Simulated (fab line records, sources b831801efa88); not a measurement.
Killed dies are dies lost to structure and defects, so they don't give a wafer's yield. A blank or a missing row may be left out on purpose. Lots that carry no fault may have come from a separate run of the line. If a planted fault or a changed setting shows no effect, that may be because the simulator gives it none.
Which tool was responsible? / flow gf180mcu / at 1 step of a route of 602, 13 lots with 39 wafers sampled

## WHAT THE GAUGES READ, wafer by wafer
GF_V3_CD_MEAS_14: target cd 260 nm.
lot=L534; measured=day 22 08:08; on=cd-sem-02; cd-nm (nm)=262.3 262.0 261.4
lot=L535; measured=day 22 16:46; on=cd-sem-01; cd-nm (nm)=260.2 259.6 258.9
lot=L538; measured=day 23 18:56; on=cd-sem-02; cd-nm (nm)=260.8 260.5 260.9
lot=L540; measured=day 24 18:08; on=cd-sem-02; cd-nm (nm)=260.1 260.3 260.0
lot=L542; measured=day 25 06:05; on=cd-sem-01; cd-nm (nm)=259.8 259.2 259.4
lot=L543; measured=day 25 19:29; on=cd-sem-01; cd-nm (nm)=261.1 261.0 261.6
lot=L544; measured=day 25 22:35; on=cd-sem-02; cd-nm (nm)=257.4 258.1 259.1
lot=L545; measured=day 26 06:25; on=cd-sem-02; cd-nm (nm)=260.6 258.0 258.2
lot=L549; measured=day 27 10:11; on=cd-sem-02; cd-nm (nm)=259.0 258.8 259.9
lot=L552; measured=day 28 03:16; on=cd-sem-01; cd-nm (nm)=260.8 261.4 261.9
lot=L555; measured=day 28 22:20; on=cd-sem-02; cd-nm (nm)=258.6 259.2 257.8
lot=L556; measured=day 29 06:31; on=cd-sem-02; cd-nm (nm)=258.9 258.7 259.6
lot=L557; measured=day 29 08:37; on=cd-sem-02; cd-nm (nm)=258.1 258.8 259.5

## WHICH TOOL RAN EACH LOT (tool, then ch and the chambers of the sampled wafers, then the start)
No process step before these readings appears in the record.

## WHAT THE TOOLS THEMSELVES READ (means of the sampled wafers that have a number; where no wafer has one, the mark that the record gives instead)
The record holds no such reading with a usual standard deviation.

## THE ANSWER, worked out from the rows above alone
Rule: usual is defined by the lots themselves. Put in order of their means at a reading, lots are off if they are a third of the lots or fewer, leave a main group of 4 or more, and stand apart from it by a gap of 3 or more times the standard deviation of the main group's means; of several such gaps the widest counts. The tables above print the reading to a certain number of digits; a main group whose means all agree to those digits is not used. A lot without any number at a reading at which 4 lots or more have one is off too. Where the step has rows for the other lots, those lots are counted as sound. The gauges are gone through in route order, then the tools' own readings, and for those a lot's mean is taken as printed above. The first step at which some lot is off is used, and at that step the reading that is off furthest; a lot without a number counts as furthest.
None of the lots is off at any reading shown; this tells nothing.

## WHAT THE SIMULATOR PUT IN
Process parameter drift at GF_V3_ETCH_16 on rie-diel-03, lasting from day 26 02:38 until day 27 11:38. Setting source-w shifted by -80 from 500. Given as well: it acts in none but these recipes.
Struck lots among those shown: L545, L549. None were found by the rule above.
